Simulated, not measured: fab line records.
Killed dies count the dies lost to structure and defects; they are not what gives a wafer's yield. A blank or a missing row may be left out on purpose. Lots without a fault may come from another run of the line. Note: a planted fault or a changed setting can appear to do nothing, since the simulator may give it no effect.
fab line records | flow sky130
record lots=6 wafers=18 last-day=50
route steps=708 shown POLY_GATE@222 PAD_OPEN@708
lots that met no fault: from a run of the same line without faults
start-h: hours from the record's first day to the start of the lot's first wafer shown | wait-h: how many hours have passed since the lot's step before this one | " as in the row above | L1.1+2: a row that stands for several wafers | - no value, or no start given | * or withheld: withheld | < > ~ a bound
route shown NAME@n: names a module that has steps shown in the file, with the first one's number in the route | usual: mean and standard deviation over wafers with no fault | same: alike in all rows | chamber/n: place in a boat | sites: each site's reading | _std_site: the standard deviation of these | _edge_site: the outer-site mean with the inner-site mean subtracted | radius-mm: for every site, how far away it sits from the centre of the wafer | mask NAME#n: copy n | behind: the tool/chamber that last shaped the wafer | hold: reason for holding the lot/hours on hold/outcome of the hold | device: whichever transistor did not switch (one of n, p or np) | end of line: the route-end tests of the same wafers | for a step that has no rows: nothing shown but its recipe | killed: not the wafer's yield, but the dies lost to structure and defects at the first sort | map: shows each die of a wafer: x if killed, . if not, _ if none is there
set.NAME: the setting the step ran with; set.NAME@STEP: the setting that earlier step ran with | model.NAME: the simulator's own value behind a step, which no gauge read
a table for each step, a row for each wafer; lots at some steps of the route
services: a tool's chamber out of use, with start hour (start-h, from the record's first day; less than 0 if before it), hours out, and reason
## steps
# step SKY_POLY_GATE_COAT_08
# recipe resist=KrF-thick spin-rpm=3000 resist-thk-nm=450
# step SKY_POLY_GATE_SOFTBAKE_09
# recipe temp-c=100 time-s=90 resist=KrF-thick
# step SKY_POLY_GATE_EXPOSE_10
# recipe mask-id=P1M na=0.68 source-shape=conventional sigma-outer=0.6 target-cd-nm=150 dose-mj=28
# step SKY_POLY_GATE_PEB_11
# recipe peb-temp-c=withheld peb-time-s=withheld resist=KrF-thick
# step SKY_POLY_GATE_DEVELOP_12
# recipe develop-time-s=60 resist=KrF-thick dev-temp-c=21
# step SKY_POLY_GATE_CD_MEAS_13
# recipe target-cd-nm=150
# usual cd-nm=150.0/1.5
# columns lot.wafer tool chamber start-h wait-h cd-nm
L527.1 cd-sem-01 - 394.92 - 153.8
L527.2 " - " " 154.0
L527.3 " - " " 152.6
L528.1 cd-sem-02 - 445.67 - 152.2
L528.3 " - " " 151.3
L528.6 " - " " 152.0
L534.1 cd-sem-02 - 463.37 - 150.4
L534.3 " - " " 150.5
L534.6 " - " " 151.4
L533.1 cd-sem-01 - 463.72 - 149.6
L533.3 " - " " 150.8
L533.5 " - " " 150.3
L545.2 cd-sem-02 - 558.34 - 149.3
L545.3 " - " " 149.9
L545.5 " - " " 150.0
L546.2 cd-sem-02 - 565.84 - 148.4
L546.4 " - " " 148.2
L546.5 " - " " 149.7
# step SKY_POLY_GATE_OVL_MEAS_14
# usual POLY_GATE_OVL=-1/6.5
# columns lot.wafer tool chamber start-h wait-h POLY_GATE_OVL[nm]
L527.1 overlay-02 - 395.04 0.1 11
L527.2 " - " " 4
L527.3 " - " " 4
L528.1 overlay-01 - 445.79 0.1 -2
L528.3 " - " " -1
L528.6 " - " " -4
L534.1 overlay-02 - 463.49 0.1 -8
L534.3 " - " " -11
L534.6 " - " " -1
L533.1 overlay-01 - 463.84 0.1 -2
L533.3 " - " " -2
L533.5 " - " " -3
L545.2 overlay-02 - 558.45 0.1 5
L545.3 " - " " 5
L545.5 " - " " -3
L546.2 overlay-02 - 565.95 0.1 11
L546.4 " - " " 8
L546.5 " - " " 3
# step SKY_POLY_GATE_ETCH_15
# recipe chemistry=N2/H2 target=BARC ion-energy-ev=200 source-w=500 bias-w=100 pressure-mtorr=30 n2-flow-sccm=100 h2-flow-sccm=200 stop-on=SiO2 time-s=118.5 target-depth-a=1100
# usual drypump-motor-current-A=5.7/0.48 oes-product-au=0.716/0.0042 rf-fwd-power-W=497.3/1.7 throttle-valve-pct=13.212/0.0083
# columns lot.wafer tool chamber start-h wait-h drypump-motor-current-A oes-product-au rf-fwd-power-W rf-hours-counter-h throttle-valve-pct
L527.1 rie-diel-01 0 395.08 0.0 5.6 0.715 497.0 22 13.204
L527.2 " 1 " " 5.7 0.717 495.6 9 13.207
L527.3 " 2 " " 6.1 0.717 496.9 106 13.205
L528.1 rie-diel-01 1 445.83 0.0 5.7 0.718 497.1 10 13.214
L528.3 " 0 " " 5.6 0.715 495.2 23 13.215
L528.6 " 1 " " 5.7 0.711 498.5 - 13.224
L534.1 rie-diel-01 0 463.53 0.0 5.6 0.707 494.1 24 13.207
L534.3 " 2 " " 6.1 0.715 499.9 0 13.225
L534.6 " 2 " " 6.1 0.714 499.8 - 13.206
L533.1 rie-diel-04 0 463.88 0.0 6.4 0.714 496.1 78 13.202
L533.3 " 1 " " 5.1 0.711 494.6 13 13.210
L533.5 " 0 " " 6.4 0.715 498.9 - 13.202
L545.2 rie-diel-02 3 558.48 0.0 5.7 0.720 498.2 15 13.215
L545.3 " 0 " " 5.7 0.710 498.1 5 13.215
L545.5 " 0 " " 5.7 0.716 495.8 - 13.213
L546.2 rie-diel-04 0 565.98 0.0 6.4 0.723 498.3 80 13.220
L546.4 " 2 " " 5.0 0.728 500.6 64 13.223
L546.5 " 1 " " 5.1 0.711 498.2 - 13.223
# step SKY_POLY_GATE_ETCH_16
# recipe stop-on=poly-Si chemistry=CH3F/O2 target=Si3N4 source-w=400 bias-w=80 pressure-mtorr=25 ch3f-flow-sccm=40 O2_flow_sccm=30 time-s=147.5 target-depth-a=750
# usual drypump-motor-current-A=5.7/0.48 oes-product-au=0.641/0.005 rf-fwd-power-W=398.2/1.3 throttle-valve-pct=10.535/0.0093
# columns lot.wafer tool chamber start-h wait-h drypump-motor-current-A oes-product-au rf-fwd-power-W rf-hours-counter-h throttle-valve-pct
L527.1 rie-diel-01 0 395.16 0.0 5.6 0.642 396.9 22 10.531
L527.2 " 1 " " 5.7 0.642 398.2 9 10.535
L527.3 " 2 " " 6.0 0.642 396.4 106 10.520
L528.1 rie-diel-01 1 445.91 0.0 5.7 0.643 399.9 10 10.529
L528.3 " 0 " " 5.6 0.645 397.4 23 10.535
L528.6 " 1 " " 5.7 0.635 399.4 - 10.531
L534.1 rie-diel-01 0 463.61 0.0 5.6 0.643 396.5 24 10.542
L534.3 " 2 " " 6.1 0.646 398.7 0 10.537
L534.6 " 2 " " 6.1 0.641 398.7 - 10.554
L533.1 rie-diel-04 0 463.96 0.0 6.5 0.641 398.2 78 10.527
L533.3 " 1 " " 5.2 0.632 397.9 13 10.539
L533.5 " 0 " " 6.4 0.637 399.8 - 10.539
L545.2 rie-diel-02 3 558.56 0.0 5.7 0.634 401.0 15 10.534
L545.3 " 0 " " 5.7 0.641 395.9 5 10.516
L545.5 " 0 " " 5.7 0.636 399.2 - 10.534
L546.2 rie-diel-04 0 566.06 0.0 6.4 0.644 400.0 80 10.548
L546.4 " 2 " " 5.0 0.640 399.9 64 10.532
L546.5 " 1 " " 5.1 0.641 395.0 - 10.531
# step SKY_POLY_GATE_ETCH_17
# recipe target-depth-nm=180 stop-on=SiO2 over-etch-frac=0.56667 chemistry=HBr/Cl2 target=poly-Si icp-w=400 bias-w=100 pressure-mtorr=10 HBr_flow_sccm=150 Cl2_flow_sccm=50 time-s=70.5
# usual drypump-motor-current-A=5.8/0.43 oes-product-au=0.986/0.0085 rf-fwd-power-W=396.5/1.6 throttle-valve-pct=33.684/0.0093
# same over-etch-frac=0.56667
# columns lot.wafer tool chamber start-h wait-h drypump-motor-current-A oes-product-au rf-fwd-power-W rf-hours-counter-h throttle-valve-pct
L527.1 rie-si-01 3 395.26 0.0 5.8 0.990 394.2 66 33.681
L527.2 " 0 " " 5.5 0.977 397.0 65 33.664
L527.3 " 1 " " 6.4 0.998 396.7 1 33.692
L528.1 rie-si-02 3 446.01 0.0 6.2 0.989 396.7 3 33.685
L528.3 " 0 " " 5.6 0.983 397.2 6 33.690
L528.6 " 1 " " 5.6 0.976 393.4 - 33.671
L534.1 rie-si-01 0 463.71 0.0 5.5 0.973 395.4 66 33.665
L534.3 " 1 " " 6.3 1.001 394.8 2 33.682
L534.6 " 1 " " 6.3 0.998 395.2 - 33.693
L533.1 rie-si-02 0 464.06 0.0 5.6 0.994 396.7 6 33.696
L533.3 " 3 " " 6.2 0.989 397.3 3 33.679
L533.5 " 2 " " 5.0 0.986 395.0 - 33.660
L545.2 rie-si-02 3 558.66 0.0 6.2 0.981 395.4 4 33.684
L545.3 " 2 " " 5.0 0.971 396.1 1 33.697
L545.5 " 0 " " 5.6 0.978 397.2 - 33.699
L546.2 rie-si-01 1 566.16 0.0 6.3 0.995 396.2 2 33.690
L546.4 " 3 " " 5.8 0.984 393.6 0 33.685
L546.5 " 1 " " 6.3 0.989 394.3 - 33.675
# step SKY_POLY_GATE_STRIP_18
# recipe chemistry=O2/N2 power-w=1451 pressure-mtorr=1500 platen-temp-c=withheld o2-flow-sccm=3000 n2-flow-sccm=300 overash-fraction=0.5
# usual drypump-motor-current-A=5.72/0.25 oes-product-au=0.361/0.0055 strip-time-to-endpoint-s=3.08/0.049
# same overash-fraction=0.5
# columns lot.wafer tool chamber start-h wait-h drypump-motor-current-A oes-product-au rf-hours-counter-h strip-time-to-endpoint-s
L527.1 plasma-asher-03 0 395.31 0.0 5.64 0.351 55 3.07
L527.2 " 1 " " 5.40 0.362 55 3.04
L527.3 " 0 " " 5.64 0.368 - 3.10
L528.1 plasma-asher-03 1 446.06 0.0 5.38 0.363 60 3.03
L528.3 " 0 " " 5.66 0.362 - 3.05
L528.6 " 1 " " 5.40 0.361 - 3.12
L534.1 plasma-asher-04 0 463.76 0.0 5.56 0.364 3 3.10
L534.3 " 0 " " 5.58 0.358 - 3.07
L534.6 " 0 " " 5.57 0.356 - 3.07
L533.1 plasma-asher-02 0 464.11 0.0 5.61 0.362 80 3.05
L533.3 " 0 " " 5.62 0.363 - 3.15
L533.5 " 1 " " 5.78 0.350 - 3.05
L545.2 plasma-asher-04 1 558.71 0.0 6.16 0.362 13 3.07
L545.3 " 1 " " 6.16 0.364 - 3.09
L545.5 " 0 " " 5.59 0.354 - 3.05
L546.2 plasma-asher-02 1 566.21 0.0 5.79 0.355 90 3.06
L546.4 " 0 " " 5.61 0.357 - 3.11
L546.5 " 0 " " 5.61 0.355 - 3.11
# step SKY_POLY_GATE_CLEAN_19
# recipe chemistry=SC1/SC2 mix=1:4:20 temp-c=70 time-s=150 dry=n2-spin
# step SKY_POLY_GATE_OXIDATION_20
# recipe temp-c=850 ambient=O2 stabilise-s=600 purge-s=300 target-thk-a=40 ox-time-s=899
# usual spike-tc-centre-C=849.6/1.1 spike-tc-lower-C=850.3/1 spike-tc-upper-C=849.3/1.2 zone-power-centre-pct=17.8/0.99 zone-power-lower-pct=17.3/0.78 zone-power-upper-pct=15.11/0.22
# columns lot.wafer tool chamber start-h wait-h spike-tc-centre-C spike-tc-lower-C spike-tc-upper-C zone-power-centre-pct zone-power-lower-pct zone-power-upper-pct model.SiO2_of_POLY_GATE_OXIDATION_20.thk-nm
L527.1 furnace-01 0 398.88 3.4 848.6 851.4 848.4 16.7 18.2 14.98 3.842
L527.2 " 0 " " 850.4 849.2 847.6 17.1 18.3 14.97 3.927
L527.3 " 0 " " 852.7 848.0 849.7 17.0 18.1 14.71 3.844
L528.1 furnace-02 0 449.01 2.8 846.9 850.6 850.5 19.2 16.5 15.19 3.995
L528.3 " 0 " " 849.5 850.0 849.4 18.8 16.1 15.17 3.985
L528.6 " 0 " " 849.0 852.0 850.9 18.9 16.4 15.27 4.024
L534.1 furnace-02 0 463.91 0.0 894.9 843.7 844.7 36.2 8.5 8.00 4.059
L534.3 " 0 " " 895.3 845.3 845.6 36.1 8.6 7.98 4.223
L534.6 " 0 " " 894.4 843.6 844.4 35.7 8.7 7.92 4.689
L533.1 furnace-02 0 465.16 0.9 895.0 844.2 845.1 36.1 8.5 8.01 5.005
L533.3 " 0 " " 896.7 844.0 845.7 35.9 8.5 7.92 5.115
L533.5 " 0 " " 894.5 843.5 844.3 36.0 8.6 8.05 5.066
L545.2 furnace-01 0 558.86 0.0 849.1 850.3 851.0 16.7 17.9 14.87 4.012
L545.3 " 0 " " 848.6 851.2 847.1 16.5 18.4 15.08 3.951
L545.5 " 0 " " 852.9 849.6 849.6 17.1 18.1 14.96 3.996
L546.2 furnace-01 0 566.91 0.5 849.3 848.5 851.3 16.6 18.4 14.89 3.883
L546.4 " 0 " " 849.4 848.8 849.5 16.7 17.9 14.65 3.906
L546.5 " 0 " " 850.7 850.9 848.7 17.0 18.0 15.16 3.886
# step SKY_POLY_GATE_THK_MEAS_21
# recipe reads=SiO2_of_POLY_GATE_OXIDATION_20
# usual POLY_GATE_OXIDATION_THK=3.98/0.08
# columns lot.wafer tool chamber start-h wait-h POLY_GATE_OXIDATION_THK[nm]
L527.1 film-metro-04 - 400.19 0.1 3.83
L527.2 " - " " 3.94
L527.3 " - " " 3.87
L528.1 film-metro-03 - 450.26 0.0 3.99
L528.3 " - " " 3.97
L528.6 " - " " 4.04
L534.1 film-metro-04 - 465.16 0.0 4.02
L534.3 " - " " 4.21
L534.6 " - " " 4.72
L533.1 film-metro-04 - 466.41 0.0 5.01
L533.3 " - " " 5.13
L533.5 " - " " 5.04
L545.2 film-metro-02 - 560.12 0.0 4.03
L545.3 " - " " 4.00
L545.5 " - " " 3.96
L546.2 film-metro-04 - 568.17 0.0 3.91
L546.4 " - " " 3.91
L546.5 " - " " 3.85
# step SKY_POLY_GATE_CD_MEAS_22
# usual cd-nm=150/3.4
# columns lot.wafer tool chamber start-h wait-h cd-nm
L527.1 cd-sem-02 - 400.36 0.2 157
L527.2 " - " " 157
L527.3 " - " " 149
L528.1 cd-sem-01 - 450.32 0.1 153
L528.3 " - " " 153
L528.6 " - " " 151
L534.1 cd-sem-02 - 465.22 0.1 153
L534.3 " - " " 152
L534.6 " - " " 153
L533.1 cd-sem-01 - 466.47 0.1 150
L533.3 " - " " 147
L533.5 " - " " 153
L545.2 cd-sem-01 - 560.20 0.1 152
L545.3 " - " " 147
L545.5 " - " " 146
L546.2 cd-sem-01 - 568.25 0.1 149
L546.4 " - " " 150
L546.5 " - " " 145
# step SKY_PAD_OPEN_PROBE_99
# usual killed_at_M0_to_M3=43/7.5 killed_at_M4_up=3.0/1.6 killed-at-contacts=23/5.8 killed-at-front-end=14/4.8 killed-at-other=0.3/0.52 killed-dies=84/9.1 killed-open=47/7.2 killed-short=37/5.8
# same gross-dies=492 killed-at-back-side=0
# columns lot.wafer tool chamber start-h wait-h killed_at_M0_to_M3 killed_at_M4_up killed-at-contacts killed-at-front-end killed-at-other killed-dies killed-open killed-short model.etest.tip-sonos.rs-ohm-sq model.etest.tip-p.rs-ohm-sq model.etest.tip-n.rs-ohm-sq model.etest.res-pdiff.rs-ohm-sq model.etest.res-ndiff.rs-ohm-sq
L527.1 prober-02 - 1096.97 0.1 40 3 28 15 0 86 53 33 2596 6908 433.8 194.5 121.3
L527.2 prober-02 - 1097.02 0.1 47 2 20 12 0 81 50 31 2662 6961 438.6 194.6 121.8
L527.3 prober-02 - 1097.07 0.2 52 4 16 11 0 83 37 46 2612 6947 434.2 196.2 122.1
L528.1 prober-02 - 1134.47 0.1 41 3 26 14 2 86 53 33 2655 6890 447.6 201 119.1
L528.3 prober-02 - 1134.57 0.2 33 1 28 14 0 76 44 32 2642 6807 447.8 200.8 118.8
L528.6 prober-02 - 1134.72 0.2 34 1 36 20 0 91 59 32 2702 6865 448.6 200.2 119.2
L534.1 prober-01 - 1140.09 0.1 35 3 33 15 0 86 53 33 2766 6962 441.8 199.1 120.9
L534.3 prober-01 - 1140.19 0.2 42 4 28 14 0 88 38 50 2744 6972 443.4 195.3 121.5
L534.6 prober-01 - 1140.34 0.2 35 2 23 14 0 74 33 41 2900 7021 453.4 200.4 122.5
L533.1 prober-02 - 1143.63 0.1 37 3 18 17 0 75 43 32 2868 6955 453.8 201.7 124.4
L533.3 prober-02 - 1143.73 0.2 39 4 25 15 0 83 48 35 2858 7060 459.8 200.3 123.3
L533.5 prober-02 - 1143.83 0.2 35 1 26 16 1 79 44 35 2929 6977 453.8 200.6 123.8
L545.2 prober-01 - 1194.56 0.1 44 6 13 19 0 82 46 36 2702 6971 441.2 202 120.7
L545.3 prober-01 - 1194.61 0.2 38 4 19 18 0 79 49 30 2671 6930 445.3 201.4 120.9
L545.5 prober-01 - 1194.71 0.2 38 0 34 16 0 88 54 34 2654 6925 439.1 199.9 118.9
L546.2 prober-02 - 1198.18 0.1 44 2 28 14 0 88 44 44 2608 6912 439.4 197.9 120
L546.4 prober-02 - 1198.28 0.2 32 3 24 16 0 75 45 30 2630 6901 441.3 198.7 119.4
L546.5 prober-02 - 1198.33 0.2 42 2 10 9 1 64 32 32 2625 6974 438.4 195.6 118.9
# killed by level:class
L527.1 VIA1:geometric-particle:open=16 CONTACT:geometric-particle:open=12 LI_CONTACT:geometric-particle:open=7 VIA2:geometric-particle:open=6 METAL1:geometric-particle:short=5 FIELD_ISO:geometric-particle:short=4 POLY_GATE:geometric-particle:short=4 POLY_GATE:geometric-particle:open=4
L527.2 VIA1:geometric-particle:open=17 METAL1:geometric-particle:short=7 LI_CONTACT:geometric-particle:open=6 CONTACT:geometric-particle:open=5 FIELD_ISO:geometric-particle:open=4 POLY_GATE:geometric-particle:open=4 LI_CONTACT:geometric-particle:short=4 METAL2:geometric-particle:short=4
L527.3 METAL2:geometric-particle:short=12 VIA1:geometric-particle:open=11 METAL1:geometric-particle:short=7 CONTACT:geometric-particle:short=6 CONTACT:geometric-particle:open=6 VIA3:geometric-particle:open=6 VIA1:geometric-particle:short=5 VIA2:geometric-particle:open=5
L528.1 CONTACT:geometric-particle:open=14 METAL1:geometric-particle:short=10 VIA1:geometric-particle:open=8 VIA2:geometric-particle:open=6 VIA3:geometric-particle:open=5 CONTACT:geometric-particle:short=4 FIELD_ISO:geometric-particle:open=3 POLY_GATE:geometric-particle:short=3
L528.3 LI_CONTACT:geometric-particle:open=12 VIA1:geometric-particle:open=6 LOCAL_INTERCONNECT:geometric-particle:short=5 METAL1:geometric-particle:short=5 VIA3:geometric-particle:open=5 FIELD_ISO:geometric-particle:open=4 VIA2:geometric-particle:open=4 CONTACT:geometric-particle:open=4
L528.6 CONTACT:geometric-particle:open=13 LI_CONTACT:geometric-particle:open=11 VIA1:geometric-particle:open=8 CONTACT:geometric-particle:short=7 VIA2:geometric-particle:open=6 VIA3:geometric-particle:open=5 FIELD_ISO:geometric-particle:short=4 FIELD_ISO:geometric-particle:open=4
L534.1 LI_CONTACT:geometric-particle:open=15 VIA2:geometric-particle:open=8 METAL2:geometric-particle:short=7 LI_CONTACT:geometric-particle:short=6 VIA3:geometric-particle:open=6 CONTACT:geometric-particle:open=5 VIA1:geometric-particle:open=5 CONTACT:geometric-particle:short=4
L534.3 LI_CONTACT:geometric-particle:open=12 VIA1:geometric-particle:open=9 POLY_GATE:geometric-particle:short=6 VIA3:geometric-particle:short=6 LOCAL_INTERCONNECT:geometric-particle:short=6 METAL2:geometric-particle:short=6 CONTACT:geometric-particle:open=5 METAL1:geometric-particle:short=5
L534.6 FIELD_ISO:geometric-particle:short=8 VIA1:geometric-particle:short=8 LI_CONTACT:geometric-particle:open=7 VIA1:geometric-particle:open=7 VIA3:geometric-particle:open=6 CONTACT:geometric-particle:short=5 CONTACT:geometric-particle:open=5 POLY_GATE:geometric-particle:short=3
L533.1 VIA1:geometric-particle:open=10 LI_CONTACT:geometric-particle:open=8 POLY_GATE:geometric-particle:open=6 VIA2:geometric-particle:open=5 VIA3:geometric-particle:short=4 VIA1:geometric-particle:short=4 METAL3:geometric-particle:short=4 FIELD_ISO:geometric-particle:open=3
L533.3 VIA3:geometric-particle:open=10 LI_CONTACT:geometric-particle:open=9 VIA1:geometric-particle:open=8 CONTACT:geometric-particle:open=8 FIELD_ISO:geometric-particle:short=6 VIA1:geometric-particle:short=6 FIELD_ISO:geometric-particle:open=4 POLY_GATE:geometric-particle:open=4
L533.5 VIA1:geometric-particle:open=9 CONTACT:geometric-particle:open=7 FIELD_ISO:geometric-particle:open=5 LI_CONTACT:geometric-particle:short=5 CONTACT:geometric-particle:short=5 VIA1:geometric-particle:short=5 POLY_GATE:geometric-particle:open=4 LOCAL_INTERCONNECT:geometric-particle:short=4
L545.2 VIA3:geometric-particle:open=8 CONTACT:geometric-particle:open=8 VIA2:geometric-particle:open=8 POLY_GATE:geometric-particle:short=7 VIA1:geometric-particle:open=6 FIELD_ISO:geometric-particle:short=5 VIA1:geometric-particle:short=4 VIA2:geometric-particle:short=4
L545.3 VIA1:geometric-particle:open=11 VIA2:geometric-particle:open=7 FIELD_ISO:geometric-particle:open=6 VIA1:geometric-particle:short=6 CONTACT:geometric-particle:open=6 VIA3:geometric-particle:open=6 POLY_GATE:geometric-particle:short=5 METAL2:geometric-particle:open=5
L545.5 CONTACT:geometric-particle:open=14 LI_CONTACT:geometric-particle:open=11 VIA3:geometric-particle:open=8 FIELD_ISO:geometric-particle:short=6 VIA1:geometric-particle:open=6 METAL2:geometric-particle:short=6 VIA2:geometric-particle:open=6 SPACER:geometric-particle:short=4
L546.2 VIA1:geometric-particle:open=9 VIA3:geometric-particle:open=9 CONTACT:geometric-particle:short=8 VIA1:geometric-particle:short=8 LI_CONTACT:geometric-particle:open=7 CONTACT:geometric-particle:open=6 FIELD_ISO:geometric-particle:open=5 VIA2:geometric-particle:open=5
L546.4 CONTACT:geometric-particle:open=8 VIA1:geometric-particle:open=8 LI_CONTACT:geometric-particle:open=7 VIA2:geometric-particle:open=6 METAL3:geometric-particle:short=5 FIELD_ISO:geometric-particle:open=4 POLY_GATE:geometric-particle:open=4 FIELD_ISO:geometric-particle:short=3
L546.5 VIA1:geometric-particle:open=7 VIA3:geometric-particle:open=7 METAL2:geometric-particle:short=6 CONTACT:geometric-particle:short=4 METAL1:geometric-particle:short=4 VIA2:geometric-particle:open=4 METAL3:geometric-particle:short=4 POLY_GATE:geometric-particle:open=3
## services
# columns tool chamber start-h hours kind
plasma-asher-04 - 384.05 2.2 repair
furnace-02 - 385.61 14.2 pm
rie-si-02 1 392.21 18.0 repair
rie-diel-04 - 396.45 2.8 pm
furnace-01 - 400.13 4.5 pm
plasma-asher-04 - 401.92 2.2 repair
furnace-02 - 418.74 1.0 repair
plasma-asher-04 - 421.25 9.0 pm
rie-diel-01 2 422.97 5.7 repair
rie-si-02 2 428.63 2.6 repair
rie-diel-01 3 440.92 1.7 repair
rie-si-02 1 471.34 17.2 repair
rie-diel-01 1 482.93 20.4 repair
rie-si-02 0 485.96 4.4 repair
rie-diel-02 2 486.31 7.8 repair
rie-diel-01 0 487.41 3.2 repair
plasma-asher-03 - 490.70 1.2 repair
rie-diel-01 2 493.37 14.4 repair
rie-diel-02 1 505.64 9.8 repair
furnace-01 - 509.30 2.9 pm
rie-si-01 2 512.16 12.8 repair
furnace-02 - 523.26 2.9 pm
rie-si-02 0 549.76 8.8 repair
plasma-asher-03 - 551.24 1.0 repair
## key
first-sign step=SKY_POLY_GATE_OXIDATION_20 reading=spike-tc-centre-C direction=up sigmas=41 usual=849.6 struck=895.1
effect step=SKY_POLY_GATE_OXIDATION_20 reading=zone-power-upper-pct direction=down sigmas=32 usual=15.11 struck=7.98
effect step=SKY_POLY_GATE_THK_MEAS_21 reading=POLY_GATE_OXIDATION_THK direction=up sigmas=8.8 usual=3.98 struck=4.69 wafers-moved=5
model-effect step=SKY_POLY_GATE_OXIDATION_20 value=SiO2_of_POLY_GATE_OXIDATION_20.thk-nm without=3.968 struck=4.693
model-effect step=SKY_PAD_OPEN_PROBE_99 value=etest.tip-sonos.rs-ohm-sq without=2714 struck=2844
met-at SKY_POLY_GATE_OXIDATION_20
struck-wafers L533.1,L533.3,L533.5,L534.1,L534.3,L534.6
tester-left-out L533,L534
fault kind=process-parameter-drift tool=furnace-02 chamber=- onset-h=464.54 steps=SKY_POLY_GATE_OXIDATION_20 channel=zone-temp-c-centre offset=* shape=step end-h=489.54
# tester-left-out: of these lots the tester's yield and bins aren't shown, on N5 and GAA mostly nor the transistor test; their killed dies are dies lost to structure and defects alone, not to doping, threshold or leakage, so they don't give the yield
